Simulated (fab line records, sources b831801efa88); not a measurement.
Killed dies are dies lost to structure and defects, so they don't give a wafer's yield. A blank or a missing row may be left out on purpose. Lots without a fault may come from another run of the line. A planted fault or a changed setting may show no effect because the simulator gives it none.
Chamber matching | flow sky130 | SKY_PAD_OPEN_ETCH_07 on rie_diel-01: 4 sister chambers
The step etches the open film in CF4/O2, stops on AlCu, target depth 725 nm, time 161.1 s. 8 wafers are shown with their chamber, then 8 later ones without.

WAFERS WITH THEIR CHAMBER
wafer  | chamber | drypump_motor_current_A (A) | throttle_valve_pct (%)
L080.2 | 1       | 6.6                         | 5.961
L082.1 | 2       | 5.2                         | 5.964
L082.2 | 1       | 6.6                         | 5.965
L087.1 | 3       | 5.2                         | 5.967
L087.4 | 2       | 5.2                         | 5.969
L088.3 | 3       | 5.3                         | 5.971
L088.5 | 0       | 5.9                         | 5.970
L091.2 | 0       | 5.9                         | 5.961

WAFERS WITHOUT THEIR CHAMBER
wafer  | drypump_motor_current_A (A) | throttle_valve_pct (%)
L091.4 | 5.2                         | 5.958
L091.5 | 6.6                         | 5.972
L093.1 | 6.6                         | 5.964
L093.4 | 5.9                         | 5.955
L093.5 | 5.2                         | 5.968
L097.2 | 5.2                         | 5.975
L097.5 | 6.6                         | 5.966
L097.6 | 5.9                         | 5.958

WHICH CHAMBER EACH WENT THROUGH
wafer  | from the rows above     | in truth
L091.4 | can't be placed: 2 or 3 | 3
L091.5 | 1                       | 1
L093.1 | 1                       | 1
L093.4 | 0                       | 0
L093.5 | can't be placed: 2 or 3 | 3
L097.2 | can't be placed: 3 or 2 | 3
L097.5 | 1                       | 1
L097.6 | 0                       | 0
Placed correctly: 5 of 8. Can't be placed from these rows: 3 (the true chamber is among the candidates in 3). Placed wrongly: 0.
How it was worked out, from the rows above alone: a wafer's distance from a chamber is the root of the sum, over the readings, of the square of ((its reading less the chamber's mean) divided by the reading's scatter). The wafer belongs to the nearest chamber; if the next one is less than 2 further off, it can't be placed. A chamber's mean is the mean of its shown wafers. The scatter: the root of (the sum of the squares of (reading less its chamber's mean) over the shown wafers, divided by (wafers less chambers)).
